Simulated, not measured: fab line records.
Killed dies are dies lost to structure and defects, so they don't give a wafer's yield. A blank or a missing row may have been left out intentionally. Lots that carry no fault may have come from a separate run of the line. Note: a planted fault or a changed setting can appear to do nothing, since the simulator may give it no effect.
fab line records	flow gf180mcu	part 1 of 2: steps 1 to 43 of 44
record: lots: 7	wafers: 21	last-day: 33
route steps=602 shown DNWELL@38 NWELL@42 LVPWELL@54 MVSD@66 MVPSD@78 PASSIVATION@602
lots that met no fault: from a run of the same line without faults
start-h: start of the lot's first displayed wafer, in hours after the record's first day	wait-h: hours since the lot's step before	" unchanged from the row above	L1.1+2: a single row standing in for several wafers	- value missing, or start not given	* or withheld: withheld	< > ~ a bound
route shown NAME@n: names a module that has steps shown in the file, with the first one's number in the route	usual: mean and standard deviation over wafers with no fault	same: alike in all rows	chamber/n: place in a boat	sites: readings site by site	_std_site: the values' standard deviation	_edge_site: the outer-site mean with the inner-site mean subtracted	radius-mm: for every site, how far away it sits from the centre of the wafer	mask NAME#n: copy n	behind: the last tool/chamber to shape the wafer	hold: why the lot went on hold/how many hours it stayed there/how the hold came to an end	device: the n, p or np transistor that did not switch	end of line: tests run on the same wafers once the route is complete	for a step that has no rows: nothing shown but its recipe	killed: at the first sort, the dies lost to defects and structure; wafer yield is something else	map: shows each die of a wafer: x if killed, . if not, _ if none is there
set.NAME: the setting as run; set.NAME@STEP: as run at that earlier step	model.NAME: the simulator's own value behind a step, which no gauge read
certain route steps with their lots: each step a table, each wafer a row
services: the hour from which a tool's chamber was out of use, counted from the record's first day as start-h (under 0 if before that day), plus the number of hours and why
== steps ==
step: GF_DNWELL_DEVELOP_06
recipe: wall-angle-deg: 90	develop-time-s: 60	dev-temp-c: 23
step: GF_DNWELL_IMPLANT_07
recipe: species: P	energy-kev: 1500	dose-cm2: 1e+13	tilt-deg: 0
step: GF_DNWELL_STRIP_08
recipe: chemistry: O2/N2	power-w: 1400	pressure-mtorr: 1500	platen-temp-c: 250	o2-flow-sccm: 3000	n2-flow-sccm: 300	overash-fraction: 0.5
usual: drypump-motor-current-A: 5.82/0.28	heater-power-w: 347/36	o2-flow-sccm: 3001/10	oes-product-au: 0.723/0.0048	strip-time-to-endpoint-s: 36.96/0.1
lot.wafer	tool	chamber	start-h	wait-h	drypump-motor-current-A	heater-power-w	o2-flow-sccm	oes-product-au	rf-hours-counter-h	strip-time-to-endpoint-s
L624.1	plasma-asher-04	1	52.00	0.1	5.93	411	2973	0.722	40	37.08
L624.4	"	1	"	"	5.96	397	3002	0.732	-	37.05
L624.6	"	0	"	"	5.87	331	3003	0.716	-	37.01
L627.1	plasma-asher-03	1	68.99	0.1	5.25	289	2967	0.716	41	36.79
L627.3	"	0	"	"	6.00	331	2991	0.718	-	36.77
L627.5	"	0	"	"	5.95	334	2995	0.726	-	36.70
L628.1	plasma-asher-04	1	74.59	0.1	5.98	405	3005	0.727	42	37.02
L628.3	"	1	"	"	5.96	402	3008	0.719	-	37.02
L628.4	"	0	"	"	5.86	346	2999	0.721	-	36.94
L633.1	plasma-asher-04	0	101.46	0.1	5.88	340	3005	0.716	46	36.93
L633.2	"	1	"	"	5.95	407	3008	0.721	46	37.01
L633.4	"	1	"	"	5.93	399	3008	0.723	-	37.01
L640.1	plasma-asher-02	0	139.90	0.1	5.95	347	2996	0.712	33	36.87
L640.3	"	0	"	"	5.92	345	2994	0.732	-	36.83
L640.5	"	1	"	"	6.10	373	2998	0.723	-	36.90
L641.1	plasma-asher-04	1	144.39	0.1	5.97	406	3002	0.722	49	36.82
L641.3	"	0	"	"	5.87	345	2994	0.730	-	36.78
L641.6	"	1	"	"	5.97	406	3009	0.719	-	36.84
L642.1	plasma-asher-03	0	148.01	0.1	5.92	336	2995	0.725	51	37.15
L642.3	"	1	"	"	5.25	301	2998	0.718	-	37.15
L642.4	"	0	"	"	5.93	338	3001	0.727	-	37.10
step: GF_DNWELL_TW_MEAS_09
usual: DNWELL_TW: 1348/13
lot.wafer	tool	chamber	start-h	wait-h	DNWELL_TW
L624.1	film-metro-04	-	52.10	0.1	1342
L624.4	"	-	"	"	1351
L624.6	"	-	"	"	1358
L627.1	film-metro-03	-	69.09	0.1	1329
L627.3	"	-	"	"	1318
L627.5	"	-	"	"	1326
L628.1	film-metro-02	-	74.69	0.1	1364
L628.3	"	-	"	"	1360
L628.4	"	-	"	"	1355
L633.1	film-metro-04	-	101.56	0.1	1346
L633.2	"	-	"	"	1348
L633.4	"	-	"	"	1347
L640.1	film-metro-02	-	140.00	0.1	1354
L640.3	"	-	"	"	1360
L640.5	"	-	"	"	1359
L641.1	film-metro-02	-	144.49	0.1	1348
L641.3	"	-	"	"	1348
L641.6	"	-	"	"	1342
L642.1	film-metro-02	-	148.11	0.1	1337
L642.3	"	-	"	"	1347
L642.4	"	-	"	"	1339
step: GF_NWELL_DEHYDRATE_00
recipe: temp-c: 200	time-s: 60
step: GF_NWELL_HMDS_01
recipe: prime-time-s: 60	prime-temp-c: 120
step: GF_NWELL_COAT_02
recipe: spin-rpm: 2000	resist-thk-nm: 3000
step: GF_NWELL_SOFTBAKE_03
recipe: temp-c: 110	time-s: withheld
step: GF_NWELL_EXPOSE_04
recipe: mask-id: Nwell	target-cd-nm: 860	na: 0.6	source-shape: conventional	sigma-outer: 0.6	dose-mj: 260
step: GF_NWELL_PEB_05
recipe: temp-c: 115	time-s: withheld
step: GF_NWELL_DEVELOP_06
recipe: wall-angle-deg: 90	develop-time-s: 60	dev-temp-c: 23
step: GF_NWELL_OVL_MEAS_07
usual: NWELL_OVL: 0.5/1.1
lot.wafer	tool	chamber	start-h	wait-h	NWELL_OVL[nm]
L624.1	overlay-02	-	64.51	-	-0.7
L624.4	"	-	"	"	0.9
L624.6	"	-	"	"	1.7
L627.1	overlay-02	-	82.69	-	0.8
L627.3	"	-	"	"	0.0
L627.5	"	-	"	"	1.5
L628.1	overlay-02	-	88.24	-	-0.2
L628.3	"	-	"	"	-0.3
L628.4	"	-	"	"	-0.5
L633.1	overlay-01	-	116.26	-	-0.9
L633.2	"	-	"	"	0.9
L633.4	"	-	"	"	-1.2
L640.1	overlay-01	-	155.04	-	1.5
L640.3	"	-	"	"	3.0
L640.5	"	-	"	"	1.9
L641.1	overlay-01	-	160.14	-	2.0
L641.3	"	-	"	"	1.6
L641.6	"	-	"	"	0.2
L642.1	overlay-01	-	163.76	-	0.0
L642.3	"	-	"	"	0.8
L642.4	"	-	"	"	0.9
step: GF_NWELL_IMPLANT_08
recipe: species: P	energy-kev: 450	dose-cm2: 1.5e+13	tilt-deg: 0
usual: implant-ion-amu: 31/0	tilt-deg: -0.002/0.017
lot.wafer	tool	chamber	start-h	wait-h	implant-ion-amu	tilt-deg	model.implant.rp-nm	model.implant.drp-nm
L624.1	implanter-02	0	64.54	0.0	31	0.017	542.2	123.9
L624.4	"	0	"	"	31	0.017	542.2	123.9
L624.6	"	0	"	"	31	-0.020	542.2	123.9
L627.1	implanter-04	0	82.73	0.0	31	-0.009	553.1	123.9
L627.3	"	0	"	"	31	-0.013	553.1	123.9
L627.5	"	0	"	"	31	-0.013	553.1	123.9
L628.1	implanter-02	0	88.28	0.0	31	-0.013	533	123.9
L628.3	"	0	"	"	31	-0.037	533	123.9
L628.4	"	0	"	"	31	0.010	533	123.9
L633.1	implanter-02	0	116.29	0.0	31	0.001	543.2	123.9
L633.2	"	0	"	"	31	0.023	543.2	123.9
L633.4	"	0	"	"	31	0.024	543.2	123.9
L640.1	implanter-01	0	155.08	0.0	75	-0.008	255.4	82.19
L640.3	"	0	"	"	75	-0.007	255.4	82.19
L640.5	"	0	"	"	75	-0.017	255.4	82.19
L641.1	implanter-04	0	160.18	0.0	75	0.011	249.8	82.19
L641.3	"	0	"	"	75	0.013	249.8	82.19
L641.6	"	0	"	"	75	-0.019	249.8	82.19
L642.1	implanter-02	0	163.79	0.0	75	0.009	248	82.19
L642.3	"	0	"	"	75	-0.014	248	82.19
L642.4	"	0	"	"	75	0.009	248	82.19
step: GF_NWELL_IMPLANT_09
recipe: species: P	energy-kev: 160	dose-cm2: 4e+12	tilt-deg: 0
step: GF_NWELL_STRIP_10
recipe: chemistry: O2/N2	power-w: 1400	pressure-mtorr: 1500	platen-temp-c: 250	o2-flow-sccm: 3000	n2-flow-sccm: 300	overash-fraction: 0.5
usual: drypump-motor-current-A: 5.9/0.4	heater-power-w: 335/26	o2-flow-sccm: 2999/8.8	oes-product-au: 0.722/0.0046	strip-time-to-endpoint-s: 36.94/0.077
lot.wafer	tool	chamber	start-h	wait-h	drypump-motor-current-A	heater-power-w	o2-flow-sccm	oes-product-au	rf-hours-counter-h	strip-time-to-endpoint-s
L624.1	plasma-asher-03	1	64.84	0.1	5.2	293	3008	0.722	41	37.05
L624.4	"	1	"	"	5.3	296	3004	0.716	-	37.04
L624.6	"	0	"	"	6.0	342	3002	0.733	-	37.04
L627.1	plasma-asher-01	0	83.03	0.1	6.6	330	2985	0.719	42	36.81
L627.3	"	1	"	"	5.8	333	2995	0.724	-	36.87
L627.5	"	1	"	"	5.8	337	2999	0.717	-	36.77
L628.1	plasma-asher-03	0	88.58	0.1	6.0	333	2993	0.723	44	36.96
L628.3	"	1	"	"	5.3	299	3007	0.720	-	37.00
L628.4	"	0	"	"	6.0	334	3000	0.721	-	36.96
L633.1	plasma-asher-02	1	116.59	0.1	6.1	376	3004	0.730	30	36.91
L633.2	"	0	"	"	5.9	347	3001	0.724	30	36.94
L633.4	"	0	"	"	5.9	351	2980	0.728	-	36.94
L640.1	plasma-asher-02	0	155.38	0.1	5.9	339	3022	0.712	35	36.98
L640.3	"	0	"	"	5.9	348	3016	0.719	-	36.99
L640.5	"	0	"	"	5.9	346	3012	0.715	-	37.07
L641.1	plasma-asher-03	1	160.48	0.1	5.2	294	3003	0.731	52	37.00
L641.3	"	1	"	"	5.2	301	3011	0.720	-	36.89
L641.6	"	1	"	"	5.2	292	3017	0.726	-	36.89
L642.1	plasma-asher-03	0	164.09	0.1	6.0	325	2992	0.736	52	36.96
L642.3	"	0	"	"	6.0	330	2972	0.724	-	37.08
L642.4	"	1	"	"	5.3	298	3009	0.719	-	36.96
step: GF_NWELL_TW_MEAS_11
usual: NWELL_TW: 1572/9
lot.wafer	tool	chamber	start-h	wait-h	NWELL_TW
L624.1	film-metro-04	-	64.94	0.1	1570
L624.4	"	-	"	"	1565
L624.6	"	-	"	"	1575
L627.1	film-metro-02	-	83.13	0.1	1567
L627.3	"	-	"	"	1577
L627.5	"	-	"	"	1569
L628.1	film-metro-01	-	88.68	0.1	1569
L628.3	"	-	"	"	1578
L628.4	"	-	"	"	1562
L633.1	film-metro-02	-	116.69	0.1	1573
L633.2	"	-	"	"	1576
L633.4	"	-	"	"	1575
L640.1	film-metro-04	-	155.48	0.1	2396
L640.3	"	-	"	"	2403
L640.5	"	-	"	"	2403
L641.1	film-metro-02	-	160.58	0.1	2409
L641.3	"	-	"	"	2402
L641.6	"	-	"	"	2410
L642.1	film-metro-04	-	164.19	0.1	2396
L642.3	"	-	"	"	2392
L642.4	"	-	"	"	2402
step: GF_LVPWELL_DEHYDRATE_00
recipe: temp-c: 200	time-s: 60
step: GF_LVPWELL_HMDS_01
recipe: prime-time-s: 60	prime-temp-c: 120
step: GF_LVPWELL_COAT_02
recipe: spin-rpm: 2000	resist-thk-nm: 3000
step: GF_LVPWELL_SOFTBAKE_03
recipe: temp-c: 110	time-s: withheld
step: GF_LVPWELL_EXPOSE_04
recipe: mask-id: LVPWELL	target-cd-nm: 600	na: 0.6	source-shape: conventional	sigma-outer: 0.6	dose-mj: 260
step: GF_LVPWELL_PEB_05
recipe: temp-c: 115	time-s: withheld
step: GF_LVPWELL_DEVELOP_06
recipe: wall-angle-deg: 90	develop-time-s: 60	dev-temp-c: 23
step: GF_LVPWELL_OVL_MEAS_07
usual: LVPWELL_OVL: 0.5/1.5
lot.wafer	tool	chamber	start-h	wait-h	LVPWELL_OVL[nm]
L624.1	overlay-01	-	78.29	-	0.6
L624.4	"	-	"	"	-1.8
L624.6	"	-	"	"	1.1
L627.1	overlay-02	-	96.69	-	1.5
L627.3	"	-	"	"	0.0
L627.5	"	-	"	"	1.9
L628.1	overlay-02	-	102.36	-	0.7
L628.3	"	-	"	"	-1.4
L628.4	"	-	"	"	-0.6
L633.1	overlay-01	-	131.06	-	-0.6
L633.2	"	-	"	"	1.4
L633.4	"	-	"	"	1.8
L640.1	overlay-01	-	171.79	-	1.9
L640.3	"	-	"	"	2.2
L640.5	"	-	"	"	1.6
L641.1	overlay-01	-	176.20	-	0.5
L641.3	"	-	"	"	1.9
L641.6	"	-	"	"	1.7
L642.1	overlay-02	-	180.50	-	-0.8
L642.3	"	-	"	"	2.2
L642.4	"	-	"	"	2.0
step: GF_LVPWELL_IMPLANT_08
recipe: species: B	energy-kev: 170	dose-cm2: 1.5e+13	tilt-deg: 0
step: GF_LVPWELL_IMPLANT_09
recipe: species: B	energy-kev: 60	dose-cm2: 5e+12	tilt-deg: 0
step: GF_LVPWELL_STRIP_10
recipe: chemistry: O2/N2	power-w: 1400	pressure-mtorr: 1500	platen-temp-c: 250	o2-flow-sccm: 3000	n2-flow-sccm: 300	overash-fraction: 0.5
usual: drypump-motor-current-A: 5.9/0.36	heater-power-w: 345/36	o2-flow-sccm: 3002/9.3	oes-product-au: 0.722/0.0044	strip-time-to-endpoint-s: 36.96/0.087
lot.wafer	tool	chamber	start-h	wait-h	drypump-motor-current-A	heater-power-w	o2-flow-sccm	oes-product-au	rf-hours-counter-h	strip-time-to-endpoint-s
L624.1	plasma-asher-04	0	78.63	0.1	5.9	350	3002	0.726	43	36.79
L624.4	"	0	"	"	5.9	339	3013	0.722	-	36.80
L624.6	"	1	"	"	5.9	407	3002	0.723	-	36.87
L627.1	plasma-asher-01	0	97.03	0.1	6.6	326	3004	0.715	43	36.89
L627.3	"	0	"	"	6.6	325	2999	0.723	-	36.89
L627.5	"	0	"	"	6.6	320	3002	0.727	-	36.98
L628.1	plasma-asher-03	0	102.69	0.1	6.0	337	3005	0.718	45	37.13
L628.3	"	0	"	"	6.0	342	3024	0.726	-	37.06
L628.4	"	1	"	"	5.2	299	3001	0.714	-	37.15
L633.1	plasma-asher-01	0	131.39	0.1	6.6	313	2985	0.716	1	36.80
L633.2	"	1	"	"	5.8	358	3009	0.720	1	36.84
L633.4	"	1	"	"	5.8	364	2996	0.713	-	36.77
L640.1	plasma-asher-01	0	172.13	0.1	6.6	321	2994	0.714	5	37.10
L640.3	"	0	"	"	6.6	326	3014	0.720	-	37.03
L640.5	"	0	"	"	6.6	316	3002	0.723	-	37.00
L641.1	plasma-asher-04	0	176.54	0.1	5.9	346	3001	0.728	53	36.99
L641.3	"	1	"	"	5.9	399	2998	0.727	-	37.04
L641.6	"	0	"	"	5.9	347	3006	0.726	-	37.04
L642.1	plasma-asher-04	1	180.84	0.1	6.0	402	2987	0.720	53	36.92
L642.3	"	0	"	"	5.9	346	3008	0.715	-	36.95
L642.4	"	1	"	"	6.0	395	3006	0.717	-	36.94
step: GF_LVPWELL_TW_MEAS_11
usual: LVPWELL_TW: 559/3.1
lot.wafer	tool	chamber	start-h	wait-h	LVPWELL_TW
L624.1	film-metro-01	-	78.73	0.1	557
L624.4	"	-	"	"	556
L624.6	"	-	"	"	556
L627.1	film-metro-01	-	97.13	0.1	554
L627.3	"	-	"	"	557
L627.5	"	-	"	"	556
L628.1	film-metro-02	-	102.79	0.1	562
L628.3	"	-	"	"	559
L628.4	"	-	"	"	561
L633.1	film-metro-04	-	131.49	0.1	555
L633.2	"	-	"	"	556
L633.4	"	-	"	"	558
L640.1	film-metro-02	-	172.23	0.1	563
L640.3	"	-	"	"	558
L640.5	"	-	"	"	561
L641.1	film-metro-02	-	176.64	0.1	562
L641.3	"	-	"	"	560
L641.6	"	-	"	"	561
L642.1	film-metro-01	-	180.94	0.1	552
L642.3	"	-	"	"	551
L642.4	"	-	"	"	551
step: GF_MVSD_DEHYDRATE_00
recipe: temp-c: 200	time-s: 60
step: GF_MVSD_HMDS_01
recipe: prime-time-s: 60	prime-temp-c: 120
step: GF_MVSD_COAT_02
recipe: spin-rpm: 2000	resist-thk-nm: 3000
step: GF_MVSD_SOFTBAKE_03
recipe: temp-c: 110	time-s: withheld
step: GF_MVSD_EXPOSE_04
recipe: mask-id: MVSD	target-cd-nm: 1000	na: 0.6	source-shape: conventional	sigma-outer: 0.6	dose-mj: 260
step: GF_MVSD_PEB_05
recipe: temp-c: 115	time-s: withheld
step: GF_MVSD_DEVELOP_06
recipe: wall-angle-deg: 90	develop-time-s: 60	dev-temp-c: 23
step: GF_MVSD_OVL_MEAS_07
usual: MVSD_OVL: -0.5/1.4
lot.wafer	tool	chamber	start-h	wait-h	MVSD_OVL[nm]
L624.1	overlay-02	-	92.81	-	0.5
L624.4	"	-	"	"	-1.7
L624.6	"	-	"	"	-0.7
L627.1	overlay-02	-	110.91	-	0.1
L627.3	"	-	"	"	-1.6
L627.5	"	-	"	"	-1.1
L628.1	overlay-01	-	117.25	-	1.3
L628.3	"	-	"	"	0.0
L628.4	"	-	"	"	-0.1
L633.1	overlay-01	-	146.35	-	0.7
L633.2	"	-	"	"	-0.9
L633.4	"	-	"	"	-1.6
L640.1	overlay-02	-	188.51	-	-0.8
L640.3	"	-	"	"	-0.7
L640.5	"	-	"	"	-1.4
L641.1	overlay-01	-	192.85	-	-1.2
L641.3	"	-	"	"	-2.1
L641.6	"	-	"	"	0.0
L642.1	overlay-02	-	197.31	-	-2.1
L642.3	"	-	"	"	-1.5
L642.4	"	-	"	"	-1.3
step: GF_MVSD_IMPLANT_08
recipe: species: P	energy-kev: 400	dose-cm2: 1.6e+13	tilt-deg: 0
step: GF_MVSD_IMPLANT_09
recipe: species: P	energy-kev: 100	dose-cm2: 5e+12	tilt-deg: 0
step: GF_MVSD_STRIP_10
recipe: chemistry: O2/N2	power-w: 1400	pressure-mtorr: 1500	platen-temp-c: 250	o2-flow-sccm: 3000	n2-flow-sccm: 300	overash-fraction: 0.5
usual: drypump-motor-current-A: 6.01/0.25	heater-power-w: 360/28	o2-flow-sccm: 3000/9.5	oes-product-au: 0.722/0.0047	strip-time-to-endpoint-s: 36.96/0.085
lot.wafer	tool	chamber	start-h	wait-h	drypump-motor-current-A	heater-power-w	o2-flow-sccm	oes-product-au	rf-hours-counter-h	strip-time-to-endpoint-s
L624.1	plasma-asher-04	1	93.14	0.1	5.94	398	2997	0.721	45	36.95
L624.4	"	0	"	"	5.90	348	2989	0.717	-	36.91
L624.6	"	0	"	"	5.88	340	2990	0.724	-	36.89
L627.1	plasma-asher-04	0	111.24	0.1	5.90	346	2986	0.726	47	37.05
L627.3	"	1	"	"	5.91	401	3004	0.717	-	37.01
L627.5	"	0	"	"	5.85	345	2997	0.732	-	36.98
L628.1	plasma-asher-04	0	117.59	0.1	5.84	342	2992	0.719	47	36.82
L628.3	"	0	"	"	5.83	343	2994	0.718	-	36.86
L628.4	"	1	"	"	5.97	393	2998	0.721	-	36.88
L633.1	plasma-asher-02	0	146.69	0.1	5.90	343	2995	0.727	34	36.96
L633.2	"	1	"	"	6.11	374	2995	0.720	34	36.89
L633.4	"	1	"	"	6.13	377	2983	0.718	-	36.98
L640.1	plasma-asher-04	0	188.84	0.1	5.87	349	2999	0.722	54	36.97
L640.3	"	1	"	"	5.98	402	2996	0.726	-	36.88
L640.5	"	0	"	"	5.84	342	2991	0.718	-	36.91
L641.1	plasma-asher-01	1	193.19	0.1	5.74	359	3014	0.720	8	36.96
L641.3	"	0	"	"	6.60	321	2979	0.726	-	36.89
L641.6	"	0	"	"	6.62	312	2992	0.725	-	36.95
L642.1	plasma-asher-04	0	197.64	0.1	5.87	338	3007	0.722	55	36.94
L642.3	"	0	"	"	5.88	338	2998	0.725	-	36.92
L642.4	"	1	"	"	5.93	403	2989	0.720	-	36.97
step: GF_MVSD_TW_MEAS_11
usual: MVSD_TW: 1574/14
lot.wafer	tool	chamber	start-h	wait-h	MVSD_TW
L624.1	film-metro-02	-	93.27	0.1	1576
L624.4	"	-	"	"	1573
L624.6	"	-	"	"	1576
L627.1	film-metro-02	-	111.34	0.1	1593
L627.3	"	-	"	"	1591
L627.5	"	-	"	"	1588
L628.1	film-metro-04	-	117.69	0.1	1566
L628.3	"	-	"	"	1578
L628.4	"	-	"	"	1579
L633.1	film-metro-01	-	146.79	0.1	1585
L633.2	"	-	"	"	1576
L633.4	"	-	"	"	1576
L640.1	film-metro-01	-	188.94	0.1	1554
L640.3	"	-	"	"	1567
L640.5	"	-	"	"	1558
L641.1	film-metro-02	-	193.29	0.1	1598
L641.3	"	-	"	"	1595
L641.6	"	-	"	"	1591
L642.1	film-metro-01	-	197.74	0.1	1541
L642.3	"	-	"	"	1546
L642.4	"	-	"	"	1542
step: GF_MVPSD_DEHYDRATE_00
recipe: temp-c: 200	time-s: 60
step: GF_MVPSD_HMDS_01
recipe: prime-time-s: 60	prime-temp-c: 120
step: GF_VT_IMPLANT_RS_MEAS_47
recipe: thk-meas-gauge: four-point-probe
usual: NWELL_RS: 487.6/1.2
lot.wafer	tool	chamber	start-h	wait-h	NWELL_RS[ohm/sq]
L624.1	film-metro-02	-	169.91	0.1	487.1
L624.4	"	-	"	"	487.6
L624.6	"	-	"	"	487.2
L627.1	film-metro-02	-	191.37	0.1	487.8
L627.3	"	-	"	"	486.7
L627.5	"	-	"	"	487.1
L628.1	film-metro-04	-	197.22	0.1	485.9
L628.3	"	-	"	"	486.0
L628.4	"	-	"	"	486.1
L633.1	film-metro-04	-	232.01	0.1	488.5
L633.2	"	-	"	"	487.0
L633.4	"	-	"	"	487.5
L640.1	film-metro-01	-	282.72	0.1	-
L640.3	"	-	"	"	-
L640.5	"	-	"	"	-
L641.1	film-metro-02	-	286.63	0.1	-
L641.3	"	-	"	"	-
L641.6	"	-	"	"	-
L642.1	film-metro-02	-	291.62	0.1	-
L642.3	"	-	"	"	-
L642.4	"	-	"	"	-
== key ==
first-sign: step: GF_NWELL_IMPLANT_08	reading: implant-ion-amu	direction: up	sigmas: 99+	usual: 31	struck: 75
effect: step: GF_NWELL_TW_MEAS_11	reading: NWELL_TW	direction: up	sigmas: 92	usual: 1572	struck: 2402
effect: step: GF_VT_IMPLANT_RS_MEAS_47	reading: NWELL_RS	direction: missing
model-effect: step: GF_NWELL_IMPLANT_08	value: implant.rp-nm	without: 554.1	struck: 251.1
model-effect: step: GF_PASSIVATION_PROBE_99	value: etest.nwell.line-ohm-um	without: 1148	struck: 1.253e+05
met-at GF_NWELL_IMPLANT_08
struck-wafers L640.1,L640.3,L640.5,L641.1,L641.3,L641.6,L642.1,L642.3,L642.4
tester-left-out L640,L641,L642
onset-between 116.29 155.08
fault: kind: wrong-recipe-download	tool: implanter-01,implanter-02,implanter-04	chamber: -	onset-h: 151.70	steps: GF_NWELL_IMPLANT_08	wrong-recipe.not-listed: 1
tester-left-out: of these lots the tester's yield and bins aren't shown, on N5 and GAA mostly nor the transistor test; their killed dies are dies lost to structure and defects alone, not to doping, threshold or leakage, so they don't give the yield
